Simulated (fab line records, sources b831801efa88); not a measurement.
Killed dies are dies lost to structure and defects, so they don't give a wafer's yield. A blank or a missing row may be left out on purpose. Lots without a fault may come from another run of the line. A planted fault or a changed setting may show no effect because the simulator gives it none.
fab line records | flow sky130
record lots=6 wafers=18 last_day=51
route steps=708 shown VIA4@650 METAL5@661 PASSIVATION@681 PAD_OPEN@708
lots that met no fault: from a run of the same line without faults
start_h: hours from the record's first day to the start of the lot's first wafer shown | wait_h: hours since the lot's step before | " the same as in the row above | L1.1+2: a row that stands for several wafers | - no value, or no start given | * or withheld: withheld | < > ~ a bound
route shown NAME@n: a module of which the file shows steps, and the number in the route of the first | usual: mean/standard deviation of fault-free wafers | same: alike in all rows | chamber/n: place in a boat | sites: the reading at each site | _std_site: their standard deviation | _edge_site: outer sites' mean less inner sites' | radius_mm: how far each site lies from the wafer's centre | mask NAME#n: copy n | behind: the tool/chamber that last shaped the wafer | hold: why the lot was held/for how many hours/how that ended | device: the transistor (n, p or np) that didn't switch | end of line: the same wafers' tests at the end of the route | a step without rows: its recipe alone | killed: dies lost to structure and defects at the first sort, not the wafer's yield | map: a wafer's dies, x killed, . not, _ none there
set.NAME: the setting as run; set.NAME@STEP: as run at that earlier step | model.NAME: the simulator's own value behind a step, which no gauge read
lots at some steps of the route; a table a step, a row a wafer
services: from which hour (start_h, from the record's first day; less than 0 if before it) a tool's chamber was out of use, for how many hours, and why
## steps
# step SKY_VIA4_OVL_MEAS_11
# usual VIA4_OVL=-0.4/1.3
# columns lot.wafer tool chamber start_h wait_h VIA4_OVL[nm]
L125.2 overlay-02 - 1057.12 0.1 2.0
L125.3 " - " " 2.8
L125.5 " - " " 0.0
L131.1 overlay-02 - 1093.27 0.1 0.1
L131.4 " - " " 0.9
L131.5 " - " " -1.9
L133.1 overlay-01 - 1099.67 0.1 -0.6
L133.3 " - " " -0.6
L133.5 " - " " -1.1
L140.2 overlay-02 - 1141.81 0.1 -0.9
L140.4 " - " " 0.1
L140.5 " - " " -0.2
L141.4 overlay-02 - 1147.74 0.1 0.0
L141.5 " - " " -3.1
L141.6 " - " " -2.6
L143.1 overlay-01 - 1156.37 0.1 -3.0
L143.2 " - " " -0.8
L143.4 " - " " -2.0
# step SKY_VIA4_ETCH_12
# recipe target=SiO2 chemistry=C4F8/O2/Ar stop_on=TiN mask_material=NOVOLAK source_w=1500 bias_w=1200 pressure_mtorr=40 c4f8_flow_sccm=withheld O2_flow_sccm=6 Ar_flow_sccm=300 time_s=withheld target_depth_a=5800
# usual oes_product_au=0.926/0.0043
# columns lot.wafer tool chamber start_h wait_h oes_product_au
L125.2 rie_diel-03 0 1057.15 0.0 0.922
L125.3 " 1 " " 0.928
L125.5 " 2 " " 0.920
L131.1 rie_diel-04 3 1093.30 0.0 0.919
L131.4 " 1 " " 0.925
L131.5 " 2 " " 0.919
L133.1 rie_diel-04 2 1099.70 0.0 0.930
L133.3 " 1 " " 0.932
L133.5 " 2 " " 0.927
L140.2 rie_diel-01 3 1141.84 0.0 0.929
L140.4 " 2 " " 0.928
L140.5 " 2 " " 0.920
L141.4 rie_diel-04 3 1147.75 0.0 0.933
L141.5 " 0 " " 0.921
L141.6 " 1 " " 0.926
L143.1 rie_diel-03 1 1156.40 0.0 0.923
L143.2 " 0 " " 0.925
L143.4 " 1 " " 0.922
# step SKY_VIA4_STRIP_13
# recipe chemistry=O2/N2 power_w=1400 pressure_mtorr=1500 platen_temp_c=withheld o2_flow_sccm=3000 n2_flow_sccm=300 overash_fraction=0.5
# step SKY_VIA4_STRIP_14
# recipe chemistry=post_etch_residue_remover time_s=1200 temp_c=72.5
# step SKY_VIA4_CLEAN_15
# recipe chemistry=IPA time_s=180 temp_c=25
# step SKY_VIA4_CLEAN_16
# recipe chemistry=O3/DIW dry=n2_spin
# step SKY_VIA4_SPUTTER_17
# recipe material=TiN target_thk_nm=20 chamber_pressure_pa=5 power_w=4000 time_s=80
# usual throttle_valve_pct=30.0/0.95
# columns lot.wafer tool chamber start_h wait_h throttle_valve_pct
L125.2 pvd_sputter-01 - 1057.85 0.0 29.6
L125.3 " - " " 30.5
L125.5 " - " " 29.6
L131.1 pvd_sputter-02 - 1093.97 0.0 27.8
L131.4 " - " " 30.4
L131.5 " - " " 30.6
L133.1 pvd_sputter-03 - 1100.72 0.0 29.4
L133.3 " - " " 29.0
L133.5 " - " " 29.8
L140.2 pvd_sputter-01 - 1142.50 0.0 29.5
L140.4 " - " " 31.9
L140.5 " - " " 29.8
L141.4 pvd_sputter-01 - 1148.42 0.0 30.5
L141.5 " - " " 30.1
L141.6 " - " " 30.6
L143.1 pvd_sputter-01 - 1157.07 0.0 31.9
L143.2 " - " " 30.6
L143.4 " - " " 29.5
# step SKY_VIA4_CVD_18
# recipe material=W target_thk_nm=505 time_s=152.14 temp_c=400 pressure_torr=40
# step SKY_VIA4_RS_MEAS_19
# recipe thk_meas_gauge=four-point-probe reads=W_of_VIA4_CVD_18+TiN_of_VIA4_SPUTTER_17
# usual VIA4_W_RS=0.226/0.0034
# columns lot.wafer tool chamber start_h wait_h VIA4_W_RS[ohm/sq]
L125.2 film_metro-04 - 1058.08 0.1 0.225
L125.3 " - " " 0.231
L125.5 " - " " 0.231
L131.1 film_metro-04 - 1094.18 0.1 0.230
L131.4 " - " " 0.229
L131.5 " - " " 0.224
L133.1 film_metro-04 - 1100.93 0.1 0.222
L133.3 " - " " 0.233
L133.5 " - " " 0.226
L140.2 film_metro-04 - 1142.74 0.1 0.226
L140.4 " - " " 0.231
L140.5 " - " " 0.232
L141.4 film_metro-02 - 1148.70 0.1 0.231
L141.5 " - " " 0.230
L141.6 " - " " 0.224
L143.1 film_metro-04 - 1157.28 0.1 0.230
L143.2 " - " " 0.224
L143.4 " - " " 0.225
# step SKY_VIA4_THK_MEAS_20
# recipe thk_meas_gauge=xrf reads=W_of_VIA4_CVD_18
# usual VIA4_W_THK=514/8.1
# columns lot.wafer tool chamber start_h wait_h VIA4_W_THK[nm]
L125.2 film_metro-04 - 1058.19 0.1 524
L125.3 " - " " 510
L125.5 " - " " 511
L131.1 film_metro-04 - 1094.30 0.1 505
L131.4 " - " " 511
L131.5 " - " " 520
L133.1 film_metro-04 - 1101.05 0.1 523
L133.3 " - " " 499
L133.5 " - " " 515
L140.2 film_metro-04 - 1142.85 0.1 513
L140.4 " - " " 500
L140.5 " - " " 504
L141.4 film_metro-02 - 1148.79 0.1 505
L141.5 " - " " 509
L141.6 " - " " 522
L143.1 film_metro-04 - 1157.40 0.1 504
L143.2 " - " " 521
L143.4 " - " " 519
# step SKY_VIA4_CMP_21
# recipe stop_on=SiO2 t_overpolish_s=25 down_force_psi=3.5 platen_rpm=60 target_thk_nm=0 pad_velocity_m_s=0.94248
# step SKY_METAL5_SPUTTER_00
# recipe material=Ti target_thk_nm=15 power_w=3000 time_s=10 chamber_pressure_pa=0.4
# step SKY_METAL5_SPUTTER_01
# recipe material=TiN target_thk_nm=20 power_w=6500 time_s=16.48 chamber_pressure_pa=0.4
# usual throttle_valve_pct=29.5/0.83
# columns lot.wafer tool chamber start_h wait_h throttle_valve_pct
L125.2 pvd_sputter-04 - 1058.56 0.0 30.1
L125.3 " - " " 29.2
L125.5 " - " " 30.0
L131.1 pvd_sputter-02 - 1094.68 0.0 29.2
L131.4 " - " " 30.5
L131.5 " - " " 29.5
L133.1 pvd_sputter-02 - 1101.43 0.0 29.0
L133.3 " - " " 30.2
L133.5 " - " " 29.6
L140.2 pvd_sputter-02 - 1143.22 0.0 29.0
L140.4 " - " " 29.4
L140.5 " - " " 29.5
L141.4 pvd_sputter-04 - 1150.03 0.0 30.0
L141.5 " - " " 28.9
L141.6 " - " " 30.3
L143.1 pvd_sputter-02 - 1158.24 0.0 29.4
L143.2 " - " " 29.1
L143.4 " - " " 27.5
# step SKY_METAL5_SPUTTER_02
# recipe material=AlCu target_thk_nm=1150 power_w=10600 time_s=61.2 chamber_pressure_pa=0.4
# step SKY_METAL5_SPUTTER_03
# recipe material=Ti target_thk_nm=5 power_w=3000 time_s=3.3 chamber_pressure_pa=0.4
# usual throttle_valve_pct=29.5/0.83
# columns lot.wafer tool chamber start_h wait_h throttle_valve_pct
L125.2 pvd_sputter-04 - 1058.64 0.0 29.9
L125.3 " - " " 29.3
L125.5 " - " " 29.9
L131.1 pvd_sputter-02 - 1094.76 0.0 28.9
L131.4 " - " " 30.1
L131.5 " - " " 29.6
L133.1 pvd_sputter-02 - 1101.51 0.0 29.0
L133.3 " - " " 30.4
L133.5 " - " " 29.5
L140.2 pvd_sputter-02 - 1143.30 0.0 29.0
L140.4 " - " " 29.6
L140.5 " - " " 29.5
L141.4 pvd_sputter-04 - 1150.10 0.0 30.1
L141.5 " - " " 29.3
L141.6 " - " " 30.2
L143.1 pvd_sputter-02 - 1158.32 0.0 29.7
L143.2 " - " " 29.1
L143.4 " - " " 27.5
# step SKY_METAL5_SPUTTER_04
# recipe material=TiN target_thk_nm=70 power_w=6500 time_s=58.3 chamber_pressure_pa=0.4
# usual throttle_valve_pct=29.5/0.85
# columns lot.wafer tool chamber start_h wait_h throttle_valve_pct
L125.2 pvd_sputter-04 - 1058.66 0.0 30.0
L125.3 " - " " 28.9
L125.5 " - " " 30.2
L131.1 pvd_sputter-02 - 1094.78 0.0 28.9
L131.4 " - " " 30.6
L131.5 " - " " 29.6
L133.1 pvd_sputter-02 - 1101.53 0.0 29.2
L133.3 " - " " 30.5
L133.5 " - " " 29.3
L140.2 pvd_sputter-02 - 1143.31 0.0 29.3
L140.4 " - " " 29.6
L140.5 " - " " 29.5
L141.4 pvd_sputter-04 - 1150.12 0.0 30.0
L141.5 " - " " 29.3
L141.6 " - " " 30.1
L143.1 pvd_sputter-02 - 1158.34 0.0 29.4
L143.2 " - " " 29.3
L143.4 " - " " 27.7
# step SKY_METAL5_RS_MEAS_05
# recipe thk_meas_gauge=four-point-probe reads=TiN_of_METAL5_SPUTTER_04+Ti_of_METAL5_SPUTTER_03+AlCu_of_METAL5_SPUTTER_02+TiN_of_METAL5_SPUTTER_01+Ti_of_METAL5_SPUTTER_00
# usual METAL5_ALCU_RS=0.02713/0.00022
# columns lot.wafer tool chamber start_h wait_h METAL5_ALCU_RS[ohm/sq]
L125.2 film_metro-02 - 1058.73 0.0 0.02698
L125.3 " - " " 0.02679
L125.5 " - " " 0.02697
L131.1 film_metro-02 - 1094.83 0.0 0.02685
L131.4 " - " " 0.02707
L131.5 " - " " 0.02681
L133.1 film_metro-03 - 1101.57 0.0 0.02703
L133.3 " - " " 0.02717
L133.5 " - " " 0.02674
L140.2 film_metro-03 - 1143.38 0.0 0.02685
L140.4 " - " " 0.02685
L140.5 " - " " 0.02685
L141.4 film_metro-03 - 1150.23 0.1 0.02715
L141.5 " - " " 0.02725
L141.6 " - " " 0.02705
L143.1 film_metro-01 - 1158.39 0.0 0.02718
L143.2 " - " " 0.02719
L143.4 " - " " 0.02746
# step SKY_METAL5_THK_MEAS_06
# recipe thk_meas_gauge=xrf reads=AlCu_of_METAL5_SPUTTER_02
# usual METAL5_ALCU_THK=1141/13
# columns lot.wafer tool chamber start_h wait_h METAL5_ALCU_THK[nm]
L125.2 film_metro-02 - 1058.84 0.1 1150
L125.3 " - " " 1158
L125.5 " - " " 1153
L131.1 film_metro-02 - 1094.95 0.1 1162
L131.4 " - " " 1152
L131.5 " - " " 1159
L133.1 film_metro-03 - 1101.69 0.1 1135
L133.3 " - " " 1126
L133.5 " - " " 1144
L140.2 film_metro-03 - 1143.49 0.1 1149
L140.4 " - " " 1149
L140.5 " - " " 1165
L141.4 film_metro-03 - 1150.32 0.1 1138
L141.5 " - " " 1130
L141.6 " - " " 1142
L143.1 film_metro-01 - 1158.51 0.1 1135
L143.2 " - " " 1137
L143.4 " - " " 1123
# step SKY_METAL5_DEHYDRATE_07
# recipe temp_c=200 time_s=60
# step SKY_METAL5_HMDS_08
# recipe prime_time_s=60 prime_temp_c=120
# step SKY_METAL5_COAT_09
# recipe resist=NOVOLAK spin_rpm=3000 resist_thk_nm=1800
# step SKY_METAL5_SOFTBAKE_10
# recipe temp_c=90 time_s=60 resist=NOVOLAK
# step SKY_METAL5_EXPOSE_11
# recipe mask_id=MM5 na=0.6 source_shape=conventional sigma_outer=0.6 polarization=unpolarized target_cd_nm=1600 dose_mj=190
# step SKY_METAL5_PEB_12
# recipe temp_c=withheld time_s=* resist=NOVOLAK
# step SKY_METAL5_DEVELOP_13
# recipe resist=NOVOLAK developer=TMAH develop_time_s=60 dev_temp_c=23
# step SKY_METAL5_DESCUM_14
# recipe chemistry=O2 source_power_w=150 bias_power_w=0 pressure_mtorr=10 temp_c=40 time_s=11
# step SKY_METAL5_METAL_ETCH_15
# recipe target_depth_a=12600 stop_on=SiO2 over_etch_frac=0.2 time_s=252 chemistry=Cl2/BCl3 resist_sidewall_deg=86 pressure_mtorr=10 icp_w=900 bias_w=48.5 Cl2_flow_sccm=60 bcl3_flow_sccm=30
# step SKY_METAL5_STRIP_16
# recipe chemistry=O2/N2 power_w=1360 pressure_mtorr=1500 platen_temp_c=withheld o2_flow_sccm=3000 n2_flow_sccm=300 overash_fraction=0.5
# usual drypump_motor_current_A=5.9/0.33 n2_flow_sccm=299.9/0.96 oes_product_au=0.699/0.0044 strip_time_to_endpoint_s=13.35/0.11
# columns lot.wafer tool chamber start_h wait_h drypump_motor_current_A n2_flow_sccm oes_product_au rf_hours_counter_h strip_time_to_endpoint_s
L125.2 plasma_asher-01 0 1081.29 0.2 5.2 299.2 0.691 62 13.44
L125.3 " 1 " " 5.8 299.7 0.689 - 13.27
L125.5 " 1 " " 5.8 300.0 0.700 - 13.44
L131.1 plasma_asher-04 0 1115.84 0.2 5.6 299.1 0.695 38 13.37
L131.4 " 0 " " 5.6 299.9 0.699 - 13.47
L131.5 " 0 " " 5.6 299.2 0.703 - 13.36
L133.1 plasma_asher-04 1 1121.89 0.2 6.3 299.4 0.696 39 13.40
L133.3 " 0 " " 5.6 301.1 0.695 - 13.32
L133.5 " 0 " " 5.6 301.4 0.700 - 13.38
L140.2 plasma_asher-02 1 1162.37 0.2 6.1 300.4 0.699 10 13.56
L140.4 " 0 " " 5.6 298.7 0.698 - 13.49
L140.5 " 0 " " 5.7 298.1 0.697 - 13.48
L141.4 plasma_asher-04 0 1168.66 0.1 5.6 300.1 0.691 - 13.27
L141.5 " 1 " " 6.2 301.1 0.699 - 13.39
L141.6 " 0 " " 5.6 299.9 0.698 - 13.21
L143.1 plasma_asher-04 1 1176.37 0.2 6.3 300.3 0.703 45 13.39
L143.2 " 0 " " 5.6 299.3 0.703 45 13.26
L143.4 " 1 " " 6.3 300.5 0.703 - 13.37
# step SKY_METAL5_STRIP_17
# recipe chemistry=post_etch_residue_remover time_s=1200 temp_c=72.5
# step SKY_METAL5_CLEAN_18
# recipe chemistry=IPA time_s=180 temp_c=25
# step SKY_METAL5_CLEAN_19
# recipe chemistry=O3/DIW dry=n2_spin
# step SKY_PASSIVATION_CVD_00
# recipe material=SiO2 target_thk_nm=90 temp_c=400 time_s=withheld rf_w=600
# step SKY_PASSIVATION_THK_MEAS_01
# recipe reads=SiO2_of_PASSIVATION_CVD_00
# usual PASSIVATION_CVD_00_THK=89.7/1.2
# columns lot.wafer tool chamber start_h wait_h PASSIVATION_CVD_00_THK[nm]
L125.2 film_metro-01 - 1081.91 - 88.0
L125.3 " - " " 87.3
L125.5 " - " " 89.1
L131.1 film_metro-03 - 1116.46 - 89.9
L131.4 " - " " 90.7
L131.5 " - " " 91.7
L133.1 film_metro-04 - 1122.51 - 89.6
L133.3 " - " " 88.0
L133.5 " - " " 88.9
L140.2 film_metro-04 - 1163.00 - 89.6
L140.4 " - " " 92.1
L140.5 " - " " 90.4
L141.4 film_metro-01 - 1169.27 - 89.8
L141.5 " - " " 89.7
L141.6 " - " " 89.1
L143.1 film_metro-03 - 1176.99 - 89.8
L143.2 " - " " 88.7
L143.4 " - " " 90.7
# step SKY_PASSIVATION_CVD_02
# recipe material=Si3N4 target_thk_nm=540 temp_c=400 time_s=withheld rf_w=450
# step SKY_PASSIVATION_THK_MEAS_03
# recipe reads=Si3N4_of_PASSIVATION_CVD_02
# usual PASSIVATION_CVD_02_THK=539/7.7
# columns lot.wafer tool chamber start_h wait_h PASSIVATION_CVD_02_THK[nm]
L125.2 film_metro-01 - 1082.20 - 536
L125.3 " - " " 529
L125.5 " - " " 535
L131.1 film_metro-04 - 1116.74 - 532
L131.4 " - " " 535
L131.5 " - " " 527
L133.1 film_metro-04 - 1122.79 - 533
L133.3 " - " " 534
L133.5 " - " " 544
L140.2 film_metro-01 - 1163.28 - 544
L140.4 " - " " 557
L140.5 " - " " 556
L141.4 film_metro-03 - 1169.55 - 553
L141.5 " - " " 558
L141.6 " - " " 559
L143.1 film_metro-04 - 1177.39 - 528
L143.2 " - " " 533
L143.4 " - " " 544
# step SKY_PASSIVATION_DEHYDRATE_04
# recipe temp_c=200 time_s=60
# step SKY_PASSIVATION_HMDS_05
# recipe prime_time_s=60 prime_temp_c=120
# step SKY_PASSIVATION_COAT_06
# recipe spin_rpm=2000 resist_thk_nm=3000
# step SKY_PASSIVATION_SOFTBAKE_07
# recipe temp_c=110 time_s=withheld
# step SKY_PASSIVATION_EXPOSE_08
# recipe mask_id=NSM target_cd_nm=3000 na=0.57 dose_mj=260
# step SKY_PASSIVATION_PEB_09
# recipe temp_c=115 time_s=withheld
# step SKY_PASSIVATION_DEVELOP_10
# recipe develop_time_s=60 dev_temp_c=23
# step SKY_PAD_OPEN_PROBE_99
# usual defect_limited_yield=82.8/2.1 killed_at_M0_to_M3=43/7.3 killed_at_M4_up=3.4/2.1 killed_at_contacts=24/5.9 killed_at_front_end=14/4 killed_at_other=0.3/0.54 killed_dies=85/10 killed_open=46/7.7 killed_short=38/6 sort_bin_3_pad_short=0.8/0.48 sort_bin_5_function=10.2/1.7 sort_bin_6_memory=6.2/1.1 sort_n_pass=407/10 sort_yield_pct=82.8/2.1
# same gross_dies=492 killed_at_back_side=0 sort_bin_4_leakage[%]=0 sort_bin_8_speed[%]=0
# columns lot.wafer tool chamber start_h wait_h defect_limited_yield[%] killed_at_M0_to_M3 killed_at_M4_up killed_at_contacts killed_at_front_end killed_at_other killed_dies killed_open killed_short sort_bin_3_pad_short[%] sort_bin_5_function[%] sort_bin_6_memory[%] sort_n_pass sort_yield_pct[%] model.etest.tester.sort_n_pass model.etest.tester.sort_yield_pct model.etest.tester.sort_bin_5_pct model.etest.tester.sort_bin_3_pct
L125.2 prober-02 - 1127.39 0.1 81.1 41 4 31 17 0 93 53 40 0.4 12.2 6.3 399 81.1 399 81.1 12.2 0.4065
L125.3 prober-02 - 1127.44 0.2 85.8 39 2 20 9 0 70 38 32 0.8 8.7 4.7 422 85.8 422 85.77 8.74 0.813
L125.5 prober-02 - 1127.54 0.2 78.3 56 1 30 20 0 107 53 54 1.2 12.4 8.1 385 78.3 385 78.25 12.4 1.22
L131.1 prober-02 - 1157.77 0.1 82.3 45 1 27 14 0 87 49 38 1.0 10.6 6.1 405 82.3 405 82.32 10.57 1.016
L131.4 prober-02 - 1157.92 0.2 80.7 43 2 32 18 0 95 50 44 1.8 12.0 5.5 397 80.7 397 80.69 11.99 1.829
L131.5 prober-02 - 1157.97 0.2 85.2 42 0 15 16 0 73 41 31 0 8.7 6.1 419 85.2 419 85.16 8.74 0
L133.1 prober-02 - 1164.47 0.1 81.1 49 6 24 14 0 93 53 40 0.2 12.4 6.3 399 81.1 399 81.1 12.4 0.2033
L133.3 prober-02 - 1164.57 0.2 81.9 31 5 36 17 0 89 55 34 0.4 10.6 7.1 403 81.9 403 81.91 10.57 0.4065
L133.5 prober-02 - 1164.67 0.2 85.0 36 1 21 16 0 74 43 31 0.6 9.3 5.1 418 85.0 418 84.96 9.35 0.6098
L140.2 prober-01 - 1200.64 0.1 82.3 44 1 31 11 0 87 49 38 0.4 10.2 7.1 405 82.3 405 82.32 10.16 0.4065
L140.4 prober-01 - 1200.74 0.2 73.4 28 66 22 14 1 131 36 33 3.7 16.5 6.5 361 73.4 361 73.37 16.46 3.659
L140.5 prober-01 - 1200.79 0.2 70.7 52 67 15 10 0 144 38 44 2.8 18.1 8.3 348 70.7 348 70.73 18.09 2.846
L141.4 prober-02 - 1206.19 0.2 83.7 37 1 25 17 0 80 43 37 1.0 9.8 5.5 412 83.7 412 83.74 9.756 1.016
L141.5 prober-02 - 1206.24 0.2 84.8 37 3 23 12 0 75 34 41 0.2 10.6 4.5 417 84.8 417 84.76 10.57 0.2033
L141.6 prober-02 - 1206.29 0.2 80.1 53 2 27 16 0 98 52 44 1.2 13.4 5.3 394 80.1 394 80.08 13.41 1.22
L143.1 prober-02 - 1213.63 0.1 73.2 38 67 13 13 1 132 39 31 4.9 15.7 6.3 360 73.2 360 73.17 15.65 4.878
L143.2 prober-02 - 1213.68 0.1 85.4 32 5 18 16 1 72 38 33 1.4 7.3 5.9 420 85.4 420 85.37 7.317 1.423
L143.4 prober-02 - 1213.78 0.2 80.7 55 1 18 21 0 95 46 49 2.4 10.0 6.9 397 80.7 397 80.69 9.959 2.439
# killed by level:class
L125.2 CONTACT:geometric_particle:open=11 VIA1:geometric_particle:open=11 LI_CONTACT:geometric_particle:open=7 METAL1:geometric_particle:short=7 FIELD_ISO:geometric_particle:open=6 VIA2:geometric_particle:open=6 LOCAL_INTERCONNECT:geometric_particle:short=6 VIA1:geometric_particle:short=5
L125.3 CONTACT:geometric_particle:open=9 VIA1:geometric_particle:open=7 METAL2:geometric_particle:short=6 VIA2:geometric_particle:open=6 VIA1:geometric_particle:short=5 METAL3:geometric_particle:short=4 FIELD_ISO:geometric_particle:open=3 POLY_GATE:geometric_particle:open=3
L125.5 VIA1:geometric_particle:open=14 CONTACT:geometric_particle:open=11 VIA2:geometric_particle:open=8 POLY_GATE:geometric_particle:short=7 LI_CONTACT:geometric_particle:open=7 VIA1:geometric_particle:short=7 METAL2:geometric_particle:short=7 CONTACT:geometric_particle:short=6
L131.1 CONTACT:geometric_particle:open=15 VIA1:geometric_particle:open=9 VIA3:geometric_particle:open=8 VIA2:geometric_particle:open=7 METAL1:geometric_particle:short=7 FIELD_ISO:geometric_particle:short=6 CONTACT:geometric_particle:short=6 VIA1:geometric_particle:short=5
L131.4 VIA1:geometric_particle:open=18 CONTACT:geometric_particle:open=14 CONTACT:geometric_particle:short=7 VIA1:geometric_particle:short=6 METAL3:geometric_particle:short=5 FIELD_ISO:geometric_particle:short=4 POLY_GATE:geometric_particle:short=4 LI_CONTACT:geometric_particle:short=4
L131.5 VIA1:geometric_particle:open=13 POLY_GATE:geometric_particle:short=6 VIA3:geometric_particle:open=6 CONTACT:geometric_particle:open=5 METAL3:geometric_particle:short=5 FIELD_ISO:geometric_particle:open=4 METAL1:geometric_particle:short=4 POLY_GATE:geometric_particle:open=3
L133.1 LI_CONTACT:geometric_particle:open=10 VIA1:geometric_particle:open=9 VIA2:geometric_particle:open=8 CONTACT:geometric_particle:open=7 VIA3:geometric_particle:open=7 FIELD_ISO:geometric_particle:short=6 METAL1:geometric_particle:short=5 VIA1:geometric_particle:short=5
L133.3 LI_CONTACT:geometric_particle:open=13 CONTACT:geometric_particle:open=12 VIA1:geometric_particle:open=6 METAL2:geometric_particle:short=6 FIELD_ISO:geometric_particle:open=5 CONTACT:geometric_particle:short=5 VIA3:geometric_particle:open=5 POLY_GATE:geometric_particle:open=4
L133.5 VIA1:geometric_particle:open=13 LI_CONTACT:geometric_particle:open=7 FIELD_ISO:geometric_particle:open=5 CONTACT:geometric_particle:open=5 METAL1:geometric_particle:short=5 METAL2:geometric_particle:short=5 LOCAL_INTERCONNECT:geometric_particle:short=4 POLY_GATE:geometric_particle:open=3
L140.2 CONTACT:geometric_particle:open=15 VIA1:geometric_particle:open=10 LI_CONTACT:geometric_particle:open=8 METAL2:geometric_particle:short=6 LOCAL_INTERCONNECT:geometric_particle:short=5 VIA2:geometric_particle:open=5 POLY_GATE:geometric_particle:open=4 METAL1:geometric_particle:short=4
L140.4 METAL5:unspecified=62 CONTACT:geometric_particle:open=10 VIA2:geometric_particle:open=7 VIA1:geometric_particle:open=6 FIELD_ISO:geometric_particle:short=4 METAL4:geometric_particle:short=4 POLY_GATE:geometric_particle:short=4 LI_CONTACT:geometric_particle:open=4
L140.5 METAL5:unspecified=62 VIA1:geometric_particle:short=10 VIA2:geometric_particle:short=8 VIA1:geometric_particle:open=8 VIA2:geometric_particle:open=7 LI_CONTACT:geometric_particle:open=6 VIA3:geometric_particle:open=5 METAL1:geometric_particle:short=5
L141.4 VIA2:geometric_particle:open=8 POLY_GATE:geometric_particle:open=6 LI_CONTACT:geometric_particle:open=6 VIA2:geometric_particle:short=6 VIA3:geometric_particle:open=6 LOCAL_INTERCONNECT:geometric_particle:short=5 CONTACT:geometric_particle:open=5 FIELD_ISO:geometric_particle:open=4
L141.5 VIA1:geometric_particle:open=8 FIELD_ISO:geometric_particle:short=6 VIA1:geometric_particle:short=6 LI_CONTACT:geometric_particle:open=6 CONTACT:geometric_particle:short=6 VIA2:geometric_particle:open=6 LI_CONTACT:geometric_particle:short=4 METAL2:geometric_particle:short=4
L141.6 VIA1:geometric_particle:open=11 LI_CONTACT:geometric_particle:open=10 VIA2:geometric_particle:open=9 VIA3:geometric_particle:open=8 CONTACT:geometric_particle:open=6 VIA1:geometric_particle:short=6 POLY_GATE:geometric_particle:short=5 METAL1:geometric_particle:short=5
L143.1 METAL5:unspecified=62 CONTACT:geometric_particle:open=7 METAL2:geometric_particle:short=7 VIA3:geometric_particle:open=7 POLY_GATE:geometric_particle:open=6 VIA1:geometric_particle:open=6 VIA1:geometric_particle:short=5 METAL1:geometric_particle:short=5
L143.2 VIA2:geometric_particle:open=7 FIELD_ISO:geometric_particle:open=6 METAL2:geometric_particle:short=6 LI_CONTACT:geometric_particle:open=5 VIA1:geometric_particle:open=5 VIA3:geometric_particle:open=5 POLY_GATE:geometric_particle:open=4 LI_CONTACT:geometric_particle:short=4
L143.4 VIA1:geometric_particle:open=9 METAL1:geometric_particle:short=8 FIELD_ISO:geometric_particle:short=8 VIA3:geometric_particle:open=8 METAL2:geometric_particle:short=7 VIA2:geometric_particle:open=7 CONTACT:geometric_particle:open=6 FIELD_ISO:geometric_particle:open=5
# map L140.5 (x killed, . not)
__________.xx.x.x..x_________
________..........x..._______
______.................._____
_____.xxxx...x..x........____
____....x.........x.......___
___.x.xx..........x..x....x__
__....xx.x..x.........x..x.._
_xx...x..x...x.x...x.x.x.x...
_x....x..........xxxx.x..x...
_........x...x..xx.xxxxxx....
_.....x..x.x...xxxxxxxxxx....
_..........xx..xxxxxxxxxx....
_.....x.........xxxxxxxxxxx..
_..........x.x..xxxxxxxxxx...
_.......x.....xxx.xxxx.x.x.x.
__...................xxxx.x._
___...x...........x..x.....__
____.xx.x..x..x...........___
_____..xx..x.x.x...x.....____
______x...x..x.xx......._____
________.x...x....x..._______
__________x..x.x...._________
# map L143.1 (x killed, . not)
__________....x....._________
________..x.......x..._______
______..x........x.....x_____
_____.....x.....x...xx...____
____......................___
___........x.......x.......__
__...x....x...............x._
_.............x.xx.xx.xx....x
_....x..........x.xxxxxx....x
_............x...xxxxxxxxxx..
_...x.......xx..xxxxxxxx....x
_x...x.x...x...xxxxxxxxxx..x.
_x.x..x..x.x..x.xxxxxxxxxx...
_.......x..x...x.xxxxxxx.....
_........x....x.x..xxxxxx....
__..x.......x...x.xxxx.x..x._
___...............x..xx.x..__
____...........x..........___
_____......xx.x...x...x..____
______..........xx.....x_____
________..x.xx..x...x._______
__________.........._________
## services
# columns tool chamber start_h hours kind
pvd_sputter-04 - 1034.96 6.0 repair
plasma_asher-02 - 1040.16 5.7 repair
plasma_asher-02 - 1055.25 9.0 pm
rie_diel-04 3 1057.91 7.5 repair
pvd_sputter-04 3 1058.71 - consumable_replace:kit
pvd_sputter-04 3 1058.71 18.0 scheduled_down
pvd_sputter-04 3 1058.71 18.0 vent_cycle
rie_diel-04 2 1079.78 7.6 repair
rie_diel-01 3 1092.07 1.8 repair
rie_diel-01 2 1095.21 1.6 repair
plasma_asher-02 - 1099.45 0.9 repair
pvd_sputter-02 - 1104.95 2.0 repair
pvd_sputter-02 1 1109.61 - consumable_replace:kit
pvd_sputter-02 1 1109.61 18.0 scheduled_down
pvd_sputter-02 1 1109.61 18.0 vent_cycle
rie_diel-03 2 1133.02 4.3 repair
plasma_asher-01 - 1137.45 64.4 repair
rie_diel-03 1 1137.60 12.5 repair
pvd_sputter-04 - 1141.55 4.1 repair
rie_diel-03 3 1146.62 14.6 repair
pvd_sputter-04 2 1153.50 - consumable_replace:kit
plasma_asher-04 - 1165.12 2.8 pm
rie_diel-01 - 1168.00 0.2 repair
plasma_asher-02 - 1174.19 4.4 repair
## key
first_sign step=SKY_PAD_OPEN_PROBE_99 reading=killed_at_M4_up direction=up sigmas=30 usual=3.4 struck=66.7
effect step=SKY_PAD_OPEN_PROBE_99 reading=sort_bin_3_pad_short direction=up sigmas=6.2 usual=0.8 struck=3.8
model_effect step=SKY_PAD_OPEN_PROBE_99 value=etest.tester.sort_n_pass without=410 struck=356.3
met_at SKY_METAL5_SPUTTER_01
struck_wafers L140.4,L140.5,L143.1
onset_between 1101.43 1143.22
fault kind=chamber_particle_source tool=pvd_sputter-02 chamber=- onset_h=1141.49 steps=SKY_METAL5_SPUTTER_01 rate_per_visit_cm2=1.3861 end_h=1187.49 scope=struck_wafers_only
